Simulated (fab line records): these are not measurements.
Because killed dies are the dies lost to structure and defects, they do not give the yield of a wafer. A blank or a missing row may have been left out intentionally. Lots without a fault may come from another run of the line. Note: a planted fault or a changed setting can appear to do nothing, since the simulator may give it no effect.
fab line records | flow sky130
[record] lots = 5 wafers = 15 lastDay = 49
route steps=708 shown METAL5@676 PASSIVATION@681 PAD_OPEN@694
lots with no fault: from the same line, run without faults
startH: hours from the record's first day to the start of the lot's first wafer shown | waitH: time in hours since the lot's previous step | " identical to the entry in the row above | L1.1+2: a single row standing in for several wafers | - no value, or no start given | * or withheld: withheld | < > ~ a bound
route shown NAME@n: NAME is a module with steps in the file, n the number in the route of the first one | usual: mean/standard deviation taken from wafers without a fault | same: alike in all rows | chamber/n: place in a boat | sites: readings site by site | _std_site: how widely they spread, as a standard deviation | _edge_site: the outer-site mean with the inner-site mean subtracted | radiusMm: for every site, how far away it sits from the centre of the wafer | mask NAME#n: copy n | behind: the most recent tool/chamber to have shaped the wafer | hold: what put the lot on hold/how long, in hours/how the hold closed | device: whichever transistor did not switch (one of n, p or np) | end of line: the tests these same wafers got at the end of their route | a step without rows: its recipe alone | killed: not the wafer's yield, but the dies lost to structure and defects at the first sort | map: per-die view of a wafer (x killed, . not killed, _ where there is no die)
set.NAME: the run value of the setting; set.NAME@STEP: its run value at that earlier step | model.NAME: the simulator's own value behind a step, which no gauge read
lots at selected steps of the route; one table per step, one row per wafer
services: a tool's chamber out of use, with start hour (startH, from the record's first day; less than 0 if before it), hours out, and reason
[[steps]]
[step SKY_METAL5_METAL_ETCH_15]
[recipe] targetDepthA = 12600 stopOn = SiO2 overEtchFrac = 0.2 timeS = 252 chemistry = Cl2/BCl3 resistSidewallDeg = 86 pressureMtorr = 10 icpW = 900 biasW = 48.5 Cl2_flow_sccm = 60 bcl3FlowSccm = 30
[usual] drypumpMotorCurrentA = 6.2/0.34 oesProductAu = 0.894/0.005 throttleValvePct = 22.264/0.0094
// columns lot.wafer tool chamber startH waitH drypumpMotorCurrentA oesProductAu rfHoursCounterH throttleValvePct
L076.1 rieMetal-03 0 1051.32 0.0 6.5 0.887 22 22.266
L076.2 " 1 " " 5.6 0.896 6 22.248
L076.5 " 0 " " 6.5 0.895 - 22.258
L079.2 rieMetal-03 1 1073.62 0.0 5.7 0.890 7 22.275
L079.3 " 1 " " 5.7 0.899 - 22.267
L079.6 " 1 " " 5.7 0.893 - 22.255
L081.3 rieMetal-04 1 1090.19 0.1 6.5 0.895 - 22.266
L081.4 " 0 " " 5.9 0.896 - 22.267
L081.6 " 0 " " 5.9 0.887 - 22.263
L084.1 rieMetal-04 0 1091.77 0.0 5.9 0.897 11 22.252
L084.2 " 1 " " 6.5 0.896 13 22.267
L084.5 " 1 " " 6.6 0.890 - 22.265
L086.2 rieMetal-03 1 1125.72 0.0 5.7 0.891 11 22.254
L086.3 " 0 " " 6.6 0.894 - 22.269
L086.5 " 0 " " 6.5 0.897 - 22.259
[step SKY_METAL5_STRIP_16]
[recipe] chemistry = O2/N2 powerW = 1421 pressureMtorr = 1500 platenTempC = withheld o2FlowSccm = 3000 n2FlowSccm = 300 overashFraction = 0.5
[usual] drypumpMotorCurrentA = 5.6/0.48 oesProductAu = 0.716/0.0046 stripTimeToEndpointS = 12.84/0.088
// columns lot.wafer tool chamber startH waitH drypumpMotorCurrentA oesProductAu rfHoursCounterH stripTimeToEndpointS
L076.1 plasmaAsher-04 1 1051.55 0.2 6.2 0.709 123 12.87
L076.2 " 0 " " 6.1 0.714 123 12.75
L076.5 " 1 " " 6.2 0.722 - 12.93
L079.2 plasmaAsher-04 0 1073.85 0.2 6.1 0.715 1 12.81
L079.3 " 0 " " 6.2 0.716 - 12.78
L079.6 " 0 " " 6.1 0.726 - 12.77
L081.3 plasmaAsher-04 1 1090.38 0.1 6.1 0.716 - 12.95
L081.4 " 0 " " 6.1 0.720 - 12.80
L081.6 " 1 " " 6.2 0.716 - 12.81
L084.1 plasmaAsher-04 0 1092.00 0.2 6.1 0.727 3 12.85
L084.2 " 1 " " 6.2 0.718 3 12.90
L084.5 " 0 " " 6.1 0.710 - 12.95
L086.2 plasmaAsher-01 0 1125.95 0.2 5.7 0.722 39 12.82
L086.3 " 0 " " 5.7 0.706 - 12.78
L086.5 " 0 " " 5.8 0.719 - 12.82
[step SKY_METAL5_STRIP_17]
[recipe] chemistry = postEtchResidueRemover timeS = 1200 tempC = 72.5
// columns lot.wafer tool chamber startH waitH
L076.1+2+5 wetBench-03 0 1051.65 0.1
L079.2+3+6 wetBench-04 0 1073.95 0.1
L081.3+4+6 wetBench-02 3 1090.45 0.0
L084.1+2+5 wetBench-02 3 1092.10 0.1
L086.2+3+5 wetBench-04 1 1126.05 0.1
[step SKY_METAL5_CLEAN_18]
[recipe] chemistry = IPA timeS = 180 tempC = 25
// columns lot.wafer tool chamber startH waitH
L076.1+2+5 wetBench-03 1 1052.03 0.0
L079.2+3+6 wetBench-03 3 1074.29 0.0
L081.3+4+6 wetBench-03 2 1090.79 0.0
L084.1+2+5 wetBench-04 2 1092.45 0.0
L086.2+3+5 wetBench-03 1 1126.39 0.0
[step SKY_METAL5_CLEAN_19]
[recipe] chemistry = O3/DIW dry = n2Spin
// columns lot.wafer tool chamber startH waitH
L076.1+2+5 wetBench-03 0 1052.09 0.0
L079.2+3+6 wetBench-04 2 1074.36 0.0
L081.3+4+6 wetBench-02 3 1090.91 0.0
L084.1+2+5 wetBench-04 0 1092.50 0.0
L086.2+3+5 wetBench-04 3 1126.45 0.0
[step SKY_PASSIVATION_CVD_00]
[recipe] material = SiO2 targetThkNm = 90 tempC = 400 timeS = withheld rfW = 600
[usual] heaterPowerOuterW = 390/110 heaterPowerW = 683/160
// columns lot.wafer tool chamber startH waitH heaterPowerOuterW heaterPowerW
L076.1 pecvd-01 0 1052.19 0.0 661 1092
L076.2 " 2 " " 300 514
L076.5 " 2 " " 312 548
L079.2 pecvd-04 2 1074.45 0.0 269 503
L079.3 " 1 " " 373 622
L079.6 " 0 " " 391 655
L081.3 pecvd-03 2 1091.00 0.0 261 476
L081.4 " 2 " " 263 479
L081.6 " 0 " " 409 744
L084.1 pecvd-03 2 1092.60 0.0 300 534
L084.2 " 1 " " 351 671
L084.5 " 2 " " 302 528
L086.2 pecvd-01 0 1126.54 0.0 527 883
L086.3 " 2 " " 358 600
L086.5 " 0 " " 528 921
[step SKY_PASSIVATION_THK_MEAS_01]
[recipe] reads = SiO2_of_PASSIVATION_CVD_00
[usual] PASSIVATION_CVD_00_THK = 90.1/1.3
// columns lot.wafer tool chamber startH waitH PASSIVATION_CVD_00_THK[nm]
L076.1 filmMetro-02 - 1052.22 - 88.3
L076.2 " - " " 89.1
L076.5 " - " " 90.7
L079.2 filmMetro-02 - 1074.48 - 89.9
L079.3 " - " " 89.4
L079.6 " - " " 91.1
L081.3 filmMetro-02 - 1091.04 - 90.1
L081.4 " - " " 92.1
L081.6 " - " " 92.0
L084.1 filmMetro-01 - 1092.62 - 90.1
L084.2 " - " " 89.6
L084.5 " - " " 90.7
L086.2 filmMetro-03 - 1126.57 - 88.3
L086.3 " - " " 89.9
L086.5 " - " " 90.7
[step SKY_PASSIVATION_CVD_02]
[recipe] material = Si3N4 targetThkNm = 540 tempC = 400 timeS = withheld rfW = 450
[usual] heaterPowerOuterW = 425/96 heaterPowerW = 722/140
// columns lot.wafer tool chamber startH waitH heaterPowerOuterW heaterPowerW
L076.1 pecvd-04 1 1052.28 0.1 425 708
L076.2 " 0 " " 501 786
L076.5 " 2 " " 341 607
L079.2 pecvd-01 1 1074.53 0.0 398 691
L079.3 " 0 " " 631 1033
L079.6 " 1 " " 425 723
L081.3 pecvd-04 1 1091.08 0.0 424 700
L081.4 " 0 " " 483 799
L081.6 " 2 " " 349 644
L084.1 pecvd-04 2 1092.68 0.1 304 559
L084.2 " 0 " " 479 785
L084.5 " 1 " " 455 763
L086.2 pecvd-03 2 1126.62 0.0 373 645
L086.3 " 1 " " 347 630
L086.5 " 0 " " 457 812
[step SKY_PASSIVATION_THK_MEAS_03]
[recipe] reads = Si3N4_of_PASSIVATION_CVD_02
[usual] PASSIVATION_CVD_02_THK = 541/6.7
// columns lot.wafer tool chamber startH waitH PASSIVATION_CVD_02_THK[nm]
L076.1 filmMetro-03 - 1052.51 - 527
L076.2 " - " " 530
L076.5 " - " " 544
L079.2 filmMetro-03 - 1074.77 - 543
L079.3 " - " " 537
L079.6 " - " " 550
L081.3 filmMetro-03 - 1091.33 - 533
L081.4 " - " " 536
L081.6 " - " " 543
L084.1 filmMetro-03 - 1092.90 - 538
L084.2 " - " " 540
L084.5 " - " " 547
L086.2 filmMetro-01 - 1126.86 - 541
L086.3 " - " " 549
L086.5 " - " " 549
[step SKY_PASSIVATION_DEHYDRATE_04]
[recipe] tempC = 200 timeS = 60
// columns lot.wafer tool chamber startH waitH
L076.1+2+5 lithoTrack-02 0 1062.70 10.2
L079.2+3+6 lithoTrack-02 0 1085.47 10.7
L081.3+4+6 lithoTrack-01 0 1100.83 9.5
L084.1+2+5 lithoTrack-04 0 1102.24 9.3
L086.2+3+5 lithoTrack-02 0 1136.02 9.2
[step SKY_PASSIVATION_HMDS_05]
[recipe] primeTimeS = 60 primeTempC = 120
// columns lot.wafer tool chamber startH waitH
L076.1+2+5 lithoTrack-02 0 1062.85 0.1
L079.2+3+6 lithoTrack-02 0 1085.62 0.1
L081.3+4+6 lithoTrack-01 0 1100.98 0.1
L084.1+2+5 lithoTrack-04 0 1102.39 0.1
L086.2+3+5 lithoTrack-02 0 1136.17 0.1
[step SKY_PASSIVATION_COAT_06]
[recipe] spinRpm = 2000 resistThkNm = 3000
// columns lot.wafer tool chamber startH waitH
L076.1+2+5 lithoTrack-02 0 1063.00 0.1
L079.2+3+6 lithoTrack-02 0 1085.77 0.1
L081.3+4+6 lithoTrack-01 0 1101.13 0.1
L084.1+2+5 lithoTrack-04 0 1102.54 0.1
L086.2+3+5 lithoTrack-02 0 1136.32 0.1
[step SKY_PASSIVATION_SOFTBAKE_07]
[recipe] tempC = 110 timeS = withheld
// columns lot.wafer tool chamber startH waitH
L076.1+2+5 lithoTrack-02 0 1063.15 0.1
L079.2+3+6 lithoTrack-02 0 1085.93 0.1
L081.3+4+6 lithoTrack-01 0 1101.30 0.1
L084.1+2+5 lithoTrack-04 0 1102.69 0.1
L086.2+3+5 lithoTrack-02 0 1136.48 0.1
[step SKY_PASSIVATION_EXPOSE_08]
[recipe] maskId = NSM targetCdNm = 3000 na = 0.57 doseMj = 260
[usual] exposureDoseMJCm2 = 259.97/0.24
// columns lot.wafer tool chamber startH waitH mask exposureDoseMJCm2
L076.1 ilineStepper-01 0 - - NSM#0 259.71
L076.2 " 0 " " NSM#0 260.01
L076.5 " 0 " " NSM#0 259.97
L079.2 ilineStepper-01 0 - - NSM#0 259.91
L079.3 " 0 " " NSM#0 259.78
L079.6 " 0 " " NSM#0 259.61
L081.3 ilineStepper-01 0 - - NSM#0 259.80
L081.4 " 0 " " NSM#0 260.07
L081.6 " 0 " " NSM#0 260.04
L084.1 ilineStepper-01 0 - - NSM#0 259.50
L084.2 " 0 " " NSM#0 259.72
L084.5 " 0 " " NSM#0 259.68
L086.2 ilineStepper-01 0 - - NSM#0 260.02
L086.3 " 0 " " NSM#0 260.13
L086.5 " 0 " " NSM#0 259.97
[step SKY_PASSIVATION_PEB_09]
[recipe] tempC = 115 timeS = withheld
// columns lot.wafer tool chamber startH waitH
L076.1+2+5 lithoTrack-02 0 - -
L079.2+3+6 lithoTrack-04 0 - -
L081.3+4+6 lithoTrack-04 0 - -
L084.1+2+5 lithoTrack-01 0 - -
L086.2+3+5 lithoTrack-02 0 - -
[step SKY_PASSIVATION_DEVELOP_10]
[recipe] developTimeS = 60 devTempC = 23
// columns lot.wafer tool chamber startH waitH
L076.1+2+5 lithoTrack-02 0 - -
L079.2+3+6 lithoTrack-04 0 - -
L081.3+4+6 lithoTrack-04 0 - -
L084.1+2+5 lithoTrack-01 0 - -
L086.2+3+5 lithoTrack-02 0 - -
[step SKY_PASSIVATION_ETCH_11]
[recipe] chemistry = CF4/O2 targetDepthNm = 725 stopOn = AlCu sourceW = 800 biasW = 150 pressureMtorr = 150 cf4FlowSccm = 80 O2_flow_sccm = 10 timeS = 161.1
[usual] drypumpMotorCurrentA = 5.86/0.28 oesProductAu = 0.978/0.0066 throttleValvePct = 5.964/0.0096
// columns lot.wafer tool chamber startH waitH drypumpMotorCurrentA oesProductAu rfHoursCounterH throttleValvePct
L076.1 rieDiel-03 0 1073.10 - 5.53 0.969 7 5.944
L076.2 " 1 " " 5.81 0.964 17 5.978
L076.5 " 2 " " 5.76 0.979 - 5.980
L079.2 rieDiel-04 0 1095.59 - 6.29 0.977 16 5.973
L079.3 " 2 " " 5.89 0.980 24 5.968
L079.6 " 2 " " 5.91 0.981 - 5.966
L081.3 rieDiel-03 0 1111.54 - 5.52 0.976 8 5.964
L081.4 " 3 " " 6.20 0.984 23 5.966
L081.6 " 3 " " 6.20 0.988 - 5.962
L084.1 rieDiel-01 3 1113.18 - 6.05 0.974 14 5.960
L084.2 " 1 " " 5.97 0.979 10 5.961
L084.5 " 3 " " 6.05 0.975 - 5.963
L086.2 rieDiel-03 1 1145.60 - 5.84 0.981 19 5.967
L086.3 " 0 " " 5.48 0.969 9 5.965
L086.5 " 1 " " 5.83 0.994 - 5.982
[step SKY_PASSIVATION_STRIP_12]
[recipe] chemistry = O2/N2 powerW = 1400 pressureMtorr = 1500 platenTempC = withheld overashFraction = 0.7 o2FlowSccm = 3000 n2FlowSccm = 300
[usual] drypumpMotorCurrentA = 5.4/0.33 oesProductAu = 0.661/0.0044 stripTimeToEndpointS = 31.53/0.11
// columns lot.wafer tool chamber startH waitH drypumpMotorCurrentA oesProductAu rfHoursCounterH stripTimeToEndpointS
L076.1 plasmaAsher-02 1 1073.21 0.1 5.4 0.651 59 31.49
L076.2 " 0 " " 5.1 0.669 59 31.41
L076.5 " 0 " " 5.1 0.661 - 31.47
L079.2 plasmaAsher-03 0 1095.69 0.1 5.3 0.653 99 31.71
L079.3 " 1 " " 5.9 0.658 - 31.79
L079.6 " 1 " " 5.9 0.655 - 31.73
L081.3 plasmaAsher-02 1 1111.68 0.1 5.4 0.664 - 31.47
L081.4 " 0 " " 5.1 0.661 - 31.32
L081.6 " 1 " " 5.4 0.667 - 31.40
L084.1 plasmaAsher-03 1 1113.29 0.1 5.9 0.660 101 31.49
L084.2 " 0 " " 5.3 0.661 101 31.51
L084.5 " 1 " " 5.9 0.662 - 31.42
L086.2 plasmaAsher-03 0 1145.71 0.1 5.3 0.657 104 31.64
L086.3 " 0 " " 5.3 0.662 - 31.63
L086.5 " 0 " " 5.3 0.664 - 31.55
[step SKY_PAD_OPEN_DEHYDRATE_00]
[recipe] tempC = 200 timeS = 60
// columns lot.wafer tool chamber startH waitH
L076.1+2+5 lithoTrack-03 0 1082.97 9.7
L079.2+3+6 lithoTrack-04 0 1105.36 9.6
L081.3+4+6 lithoTrack-03 0 1120.87 9.2
L084.1+2+5 lithoTrack-02 0 1122.45 9.1
L086.2+3+5 lithoTrack-04 0 1154.61 8.9
[step SKY_PAD_OPEN_HMDS_01]
[recipe] primeTimeS = 60 primeTempC = 120
// columns lot.wafer tool chamber startH waitH
L076.1+2+5 lithoTrack-03 0 1083.12 0.1
L079.2+3+6 lithoTrack-04 0 1105.51 0.1
L081.3+4+6 lithoTrack-03 0 1121.02 0.1
L084.1+2+5 lithoTrack-02 0 1122.60 0.1
L086.2+3+5 lithoTrack-04 0 1154.76 0.1
[step SKY_PAD_OPEN_COAT_02]
[recipe] spinRpm = 2000 resistThkNm = 3000
// columns lot.wafer tool chamber startH waitH
L076.1+2+5 lithoTrack-03 0 1083.27 0.1
L079.2+3+6 lithoTrack-04 0 1105.66 0.1
L081.3+4+6 lithoTrack-03 0 1121.17 0.1
L084.1+2+5 lithoTrack-02 0 1122.75 0.1
L086.2+3+5 lithoTrack-04 0 1154.91 0.1
[step SKY_PAD_OPEN_SOFTBAKE_03]
[recipe] tempC = 110 timeS = withheld
// columns lot.wafer tool chamber startH waitH
L076.1+2+5 lithoTrack-03 0 1083.42 0.1
L079.2+3+6 lithoTrack-04 0 1105.82 0.1
L081.3+4+6 lithoTrack-03 0 1121.33 0.1
L084.1+2+5 lithoTrack-02 0 1122.90 0.1
L086.2+3+5 lithoTrack-04 0 1155.07 0.1
[step SKY_PAD_OPEN_EXPOSE_04]
[recipe] maskId = PDM targetCdNm = 60000 na = 0.57 doseMj = 260
[usual] exposureDoseMJCm2 = 260.02/0.25
// columns lot.wafer tool chamber startH waitH mask exposureDoseMJCm2
L076.1 ilineStepper-01 0 - - PDM#0 260.60
L076.2 " 0 " " PDM#0 260.27
L076.5 " 0 " " PDM#0 259.71
L079.2 ilineStepper-01 0 - - PDM#0 259.99
L079.3 " 0 " " PDM#0 260.23
L079.6 " 0 " " PDM#0 260.04
L081.3 ilineStepper-02 0 - - PDM#0 259.94
L081.4 " 0 " " PDM#0 259.80
L081.6 " 0 " " PDM#0 259.89
L084.1 ilineStepper-01 0 - - PDM#0 260.00
L084.2 " 0 " " PDM#0 260.27
L084.5 " 0 " " PDM#0 260.10
L086.2 ilineStepper-01 0 - - PDM#0 259.78
L086.3 " 0 " " PDM#0 260.08
L086.5 " 0 " " PDM#0 259.88
[step SKY_PAD_OPEN_PEB_05]
[recipe] tempC = 115 timeS = withheld
// columns lot.wafer tool chamber startH waitH
L076.1+2+5 lithoTrack-04 0 - -
L079.2+3+6 lithoTrack-02 0 - -
L081.3+4+6 lithoTrack-03 0 - -
L084.1+2+5 lithoTrack-02 0 - -
L086.2+3+5 lithoTrack-03 0 - -
[step SKY_PAD_OPEN_DEVELOP_06]
[recipe] developTimeS = 60 devTempC = 23
// columns lot.wafer tool chamber startH waitH
L076.1+2+5 lithoTrack-04 0 - -
L079.2+3+6 lithoTrack-02 0 - -
L081.3+4+6 lithoTrack-03 0 - -
L084.1+2+5 lithoTrack-02 0 - -
L086.2+3+5 lithoTrack-03 0 - -
[step SKY_PAD_OPEN_ETCH_07]
[recipe] chemistry = CF4/O2 targetDepthNm = 725 stopOn = AlCu sourceW = 800 biasW = 150 pressureMtorr = 150 cf4FlowSccm = 80 O2_flow_sccm = 10 timeS = 161.1
[usual] drypumpMotorCurrentA = 5.5/0.52 oesProductAu = 0.978/0.0069 throttleValvePct = 5.965/0.0089
// columns lot.wafer tool chamber startH waitH drypumpMotorCurrentA oesProductAu rfHoursCounterH throttleValvePct
L076.1 rieDiel-02 0 1093.49 - 4.8 0.968 9 5.963
L076.2 " 3 " " 5.5 0.966 19 5.965
L076.5 " 0 " " 4.8 0.981 - 5.950
L079.2 rieDiel-02 3 1115.35 - 5.5 0.975 20 5.966
L079.3 " 0 " " 4.8 0.976 10 5.960
L079.6 " 2 " " 4.7 0.980 - 5.985
L081.3 rieDiel-02 0 1131.47 - 4.8 0.972 10 5.971
L081.4 " 0 " " 4.8 0.978 - 5.952
L081.6 " 2 " " 4.7 0.981 - 5.952
L084.1 rieDiel-04 3 1133.10 - 5.5 0.975 16 5.958
L084.2 " 0 " " 6.3 0.973 18 5.960
L084.5 " 1 " " 5.7 0.995 - 5.971
L086.2 rieDiel-04 1 1164.52 - 5.7 0.978 22 5.962
L086.3 " 2 " " 5.9 0.976 - 5.972
L086.5 " 1 " " 5.7 0.992 - 5.977
[step SKY_PAD_OPEN_STRIP_08]
[recipe] chemistry = O2/N2 powerW = 1400 pressureMtorr = 1500 platenTempC = withheld overashFraction = 0.7 o2FlowSccm = 3000 n2FlowSccm = 300
[usual] drypumpMotorCurrentA = 5.7/0.43 oesProductAu = 0.663/0.0042 stripTimeToEndpointS = 37.07/0.1
// columns lot.wafer tool chamber startH waitH drypumpMotorCurrentA oesProductAu rfHoursCounterH stripTimeToEndpointS
L076.1 plasmaAsher-04 0 1093.59 0.1 6.1 0.662 3 37.05
L076.2 " 1 " " 6.1 0.663 3 37.05
L076.5 " 0 " " 6.2 0.661 - 36.98
L079.2 plasmaAsher-03 0 1115.46 0.1 5.3 0.668 101 37.05
L079.3 " 0 " " 5.3 0.669 - 37.12
L079.6 " 1 " " 5.9 0.660 - 37.19
L081.3 plasmaAsher-03 1 1131.61 0.1 5.9 0.665 - 37.09
L081.4 " 0 " " 5.3 0.669 - 36.98
L081.6 " 1 " " 5.9 0.661 - 36.96
L084.1 plasmaAsher-04 0 1133.21 0.1 6.1 0.667 7 37.35
L084.2 " 1 " " 6.1 0.664 7 37.23
L084.5 " 0 " " 6.1 0.660 - 37.31
L086.2 plasmaAsher-04 1 1164.68 0.1 6.2 0.664 10 37.19
L086.3 " 1 " " 6.2 0.674 - 37.32
L086.5 " 0 " " 6.2 0.663 - 37.31
[step SKY_PAD_OPEN_STRIP_09]
[recipe] chemistry = postEtchResidueRemover timeS = 1200 tempC = 72.5
// columns lot.wafer tool chamber startH waitH
L076.1+2+5 wetBench-02 3 1093.69 0.1
L079.2+3+6 wetBench-01 2 1115.56 0.1
L081.3+4+6 wetBench-02 3 1131.67 0.0
L084.1+2+5 wetBench-02 3 1133.31 0.1
L086.2+3+5 wetBench-02 1 1164.78 0.1
[step SKY_PAD_OPEN_CLEAN_10]
[recipe] chemistry = IPA timeS = 180 tempC = 25
// columns lot.wafer tool chamber startH waitH
L076.1+2+5 wetBench-04 1 1094.03 0.0
L079.2+3+6 wetBench-04 3 1115.90 0.0
L081.3+4+6 wetBench-04 0 1132.01 0.0
L084.1+2+5 wetBench-04 3 1133.65 0.0
L086.2+3+5 wetBench-02 0 1165.12 0.0
[step SKY_PAD_OPEN_CLEAN_11]
[recipe] chemistry = O3/DIW dry = n2Spin
// columns lot.wafer tool chamber startH waitH
L076.1+2+5 wetBench-01 0 1094.09 0.0
L079.2+3+6 wetBench-04 0 1115.97 0.0
L081.3+4+6 wetBench-02 3 1132.08 0.0
L084.1+2+5 wetBench-02 2 1133.71 0.0
L086.2+3+5 wetBench-01 3 1165.27 0.1
[step SKY_PAD_OPEN_ANNEAL_12]
[recipe] tempC = 403.2 timeS = withheld ambient = N2/H2 idleTempC = 300 rampUpCPerMin = 8 rampDownCPerMin = 4
[usual] rampUpCPerMin = 8.0001/0.0014
// columns lot.wafer tool chamber startH waitH rampUpCPerMin
L076.1 furnace-02 0 1094.18 0.0 8.0009
L076.2 " 0 " " 8.0006
L076.5 " 0 " " 8.0017
L079.2 furnace-02 0 1116.08 0.0 7.9989
L079.3 " 0 " " 8.0011
L079.6 " 0 " " 8.0003
L081.3 furnace-01 0 1132.17 0.0 7.9990
L081.4 " 0 " " 7.9996
L081.6 " 0 " " 8.0002
L084.1 furnace-02 0 1133.80 0.0 7.9992
L084.2 " 0 " " 8.0014
L084.5 " 0 " " 8.0014
L086.2 furnace-01 0 1165.36 0.0 8.0022
L086.3 " 0 " " 8.0004
L086.5 " 0 " " 7.9980
[step SKY_PAD_OPEN_BOW_MEAS_13]
[recipe] mode = bow
[usual] PAD_OPEN_BOW = 49/9.3
// columns lot.wafer tool chamber startH waitH PAD_OPEN_BOW[um]
L076.1 filmMetro-04 - 1095.68 - 37
L076.2 " - " " 52
L076.5 " - " " 22
L079.2 filmMetro-01 - 1117.60 - 46
L079.3 " - " " 37
L079.6 " - " " 50
L081.3 filmMetro-01 - 1133.71 - 35
L081.4 " - " " 51
L081.6 " - " " 36
L084.1 filmMetro-03 - 1135.30 - 43
L084.2 " - " " 44
L084.5 " - " " 58
L086.2 filmMetro-04 - 1166.88 - 53
L086.3 " - " " 60
L086.5 " - " " 65
[[services]]
// columns tool chamber startH hours kind
furnace-02 - 1041.37 6.7 pm
pecvd-01 1 1051.46 5.1 repair
plasmaAsher-04 - 1055.25 9.0 pm
plasmaAsher-03 - 1069.45 7.2 repair
rieDiel-02 3 1073.81 6.2 repair
rieDiel-04 0 1075.78 6.2 repair
rieDiel-03 2 1083.86 6.2 repair
rieMetal-03 - 1084.44 2.8 pm
plasmaAsher-01 - 1088.18 14.6 pm
rieDiel-03 0 1089.61 4.8 repair
rieMetal-04 - 1096.20 4.3 pm
furnace-02 - 1099.43 3.1 pm
plasmaAsher-01 - 1108.76 0.9 repair
rieDiel-03 - 1121.58 0.9 repair
rieDiel-02 3 1129.41 3.9 repair
rieDiel-02 2 1133.10 6.2 repair
ilineStepper-01 - 1134.78 1.7 pm
plasmaAsher-04 - 1135.16 2.7 repair
furnace-01 - 1136.81 9.6 repair
pecvd-04 - 1138.05 0.7 repair
furnace-01 - 1140.34 15.9 repair
rieDiel-04 0 1160.60 6.8 repair
wetBench-03 - 1162.96 1.1 repair
rieDiel-04 3 1163.93 3.5 repair
[[key]]
fault none
